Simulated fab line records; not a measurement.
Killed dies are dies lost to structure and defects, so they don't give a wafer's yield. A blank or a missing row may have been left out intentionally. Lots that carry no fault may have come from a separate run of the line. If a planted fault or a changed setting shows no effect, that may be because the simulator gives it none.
Commonality check across tools ; flow gf180mcu ; 33 wafers sampled across 11 lots

## REASON IT WAS OPENED
At GF_PASSIVATION_THK_MEAS_03 the reading PASSIVATION_CVD_02_THK is flagged on 2 of 11 lots. Wafers without a fault read 698 nm, standard deviation 9.6.
Rule: flag the lot when none of its wafers has a number, or when each of its wafers that has one lies beyond 4 standard deviations from that mean. As for the other lots, they are considered sound.

lot;measured;on;PASSIVATION_CVD_02_THK (nm), wafer by wafer;flag
L786;day 28 06:28;film-metro-03;709 717 721;
L787;day 28 12:20;film-metro-03;696 685 710;
L790;day 29 11:50;film-metro-04;705 698 714;
L791;day 29 21:55;film-metro-01;708 711 709;
L792;day 30 01:25;film-metro-04;707 698 709;
L796;day 31 11:47;film-metro-04;702 689 697;
L797;day 31 13:28;film-metro-01;594 590 595;FLAGGED
L799;day 32 08:04;film-metro-01;581 585 589;FLAGGED
L806;day 33 21:16;film-metro-04;700 702 708;
L807;day 34 01:41;film-metro-04;705 695 706;
L808;day 34 10:30;film-metro-03;691 684 702;
The mean of the flagged lots' numbers is 589 nm, -109 nm from the usual (-11 standard deviations).

## EACH LOT AND THE TOOL IT RAN ON
The record holds 3 process steps before the reading, out of a route of 602 steps. In each cell: the tool, then ch and the chambers that the sampled wafers went through, then the start.
lot;flag;GF_V2_CMP_26;GF_M3_METAL_ETCH_16;GF_PASSIVATION_CVD_02
L786;;cmp-01 ch 0,2, day 20 17:38;rie-metal-04 ch 0,1, day 21 17:29;pecvd-01 ch 1,2, day 28 06:10
L787;;cmp-01 ch 0,2,3, day 20 21:08;rie-metal-02 ch 0,1, day 21 21:16;pecvd-03 ch 0,1, day 28 12:02
L790;;cmp-01 ch 0,2, day 22 03:21;rie-metal-01 ch 1, day 23 03:26;pecvd-03 ch 0,2, day 29 11:32
L791;;cmp-01 ch 0,1,3, day 22 11:46;rie-metal-04 ch 0,1, day 23 11:56;pecvd-03 ch 0,1,2, day 29 21:44
L792;;cmp-01 ch 2,3, day 22 16:31;rie-metal-04 ch 0,1, day 23 15:59;pecvd-04 ch 0,2, day 30 01:05
L796;;cmp-01 ch 1,2,3, day 24 11:44;rie-metal-02 ch 0,1, day 25 09:43;pecvd-01 ch 0,1, day 31 11:29
L797;FLAGGED;cmp-01 ch 0,1,2, day 24 15:34;rie-metal-01 ch 0,1, day 25 11:01;pecvd-03 ch 0,1,2, day 31 13:10
L799;FLAGGED;cmp-01 ch 0,1,3, day 25 11:55;rie-metal-01 ch 0,1, day 26 09:22;pecvd-03 ch 1,2, day 32 07:47
L806;;cmp-02 ch 1,2,3, day 27 15:20;rie-metal-01 ch 0,1, day 28 10:58;pecvd-01 ch 0,1,2, day 33 20:59
L807;;cmp-02 ch 0,1,3, day 27 21:16;rie-metal-01 ch 0,1, day 28 17:28;pecvd-01 ch 0,2, day 34 01:23
L808;;cmp-02 ch 0,1,3, day 28 05:17;rie-metal-02 ch 0,1, day 29 01:22;pecvd-04 ch 0,1,2, day 34 10:13
What is done by these steps:
- GF_V2_CMP_26: polishes, stops on SiO2, t overpolish 15 s, target thk 0 nm.
- GF_M3_METAL_ETCH_16: etches the open film in Cl2/BCl3, stops on SiO2, target depth 627.5 nm, time 104.6 s.
- GF_PASSIVATION_CVD_02: deposits Si3N4, target thk 700 nm, time 486.18 s.
- GF_PASSIVATION_THK_MEAS_03

## FLAGGED OVER TOTAL, TOOL BY TOOL (the gauges that took the reading come last)
step;tool;lots run;flagged;share of the flagged lots;sound lots run after its first flagged lot
GF_V2_CMP_26;cmp-01;8;2;all;0
GF_V2_CMP_26;cmp-02;3;0;none;-
GF_M3_METAL_ETCH_16;rie-metal-01;5;2;all;2 (L806,L807)
GF_M3_METAL_ETCH_16;rie-metal-02;3;0;none;-
GF_M3_METAL_ETCH_16;rie-metal-04;3;0;none;-
GF_PASSIVATION_CVD_02;pecvd-01;4;0;none;-
GF_PASSIVATION_CVD_02;pecvd-03;5;2;all;0
GF_PASSIVATION_CVD_02;pecvd-04;2;0;none;-
GF_PASSIVATION_THK_MEAS_03;film-metro-01;3;2;all;0
GF_PASSIVATION_THK_MEAS_03;film-metro-03;3;0;none;-
GF_PASSIVATION_THK_MEAS_03;film-metro-04;5;0;none;-

## WHAT IS ALLOWED BY THE TABLE
4 rows of the table ran every flagged lot: cmp-01 at GF_V2_CMP_26, rie-metal-01 at GF_M3_METAL_ETCH_16, pecvd-03 at GF_PASSIVATION_CVD_02, film-metro-01 at GF_PASSIVATION_THK_MEAS_03.
- cmp-01 at GF_V2_CMP_26 ran 8 lots, 2 of them flagged. It ran its last sound lot, L796, at day 24 11:44 and its first flagged lot, L797, at day 24 15:34: a fault with its onset between the two fits.
- rie-metal-01 at GF_M3_METAL_ETCH_16 ran 5 lots, 2 of them flagged. Sound lots ran on it after the first flagged one (L806, L807), which a lasting fault on the whole tool wouldn't allow.
- pecvd-03 at GF_PASSIVATION_CVD_02 ran 5 lots, 2 of them flagged. It ran its last sound lot, L791, at day 29 21:44 and its first flagged lot, L797, at day 31 13:10: a fault with its onset between the two fits. Its own readings (rf-fwd-power-W) fall more than 4 standard deviations out on all wafers of the flagged lots.
- film-metro-01 at GF_PASSIVATION_THK_MEAS_03 ran 3 lots, 2 of them flagged. It ran its last sound lot, L791, at day 29 21:55 and its first flagged lot, L797, at day 31 13:28: a fault with its onset between the two fits.
A lot count leaves these 3 tools indistinguishable: every one of them fits a fault beginning at some hour. More lots, or a look at what each step does to the wafer, might.

## WHAT WAS PUT IN BY THE SIMULATOR
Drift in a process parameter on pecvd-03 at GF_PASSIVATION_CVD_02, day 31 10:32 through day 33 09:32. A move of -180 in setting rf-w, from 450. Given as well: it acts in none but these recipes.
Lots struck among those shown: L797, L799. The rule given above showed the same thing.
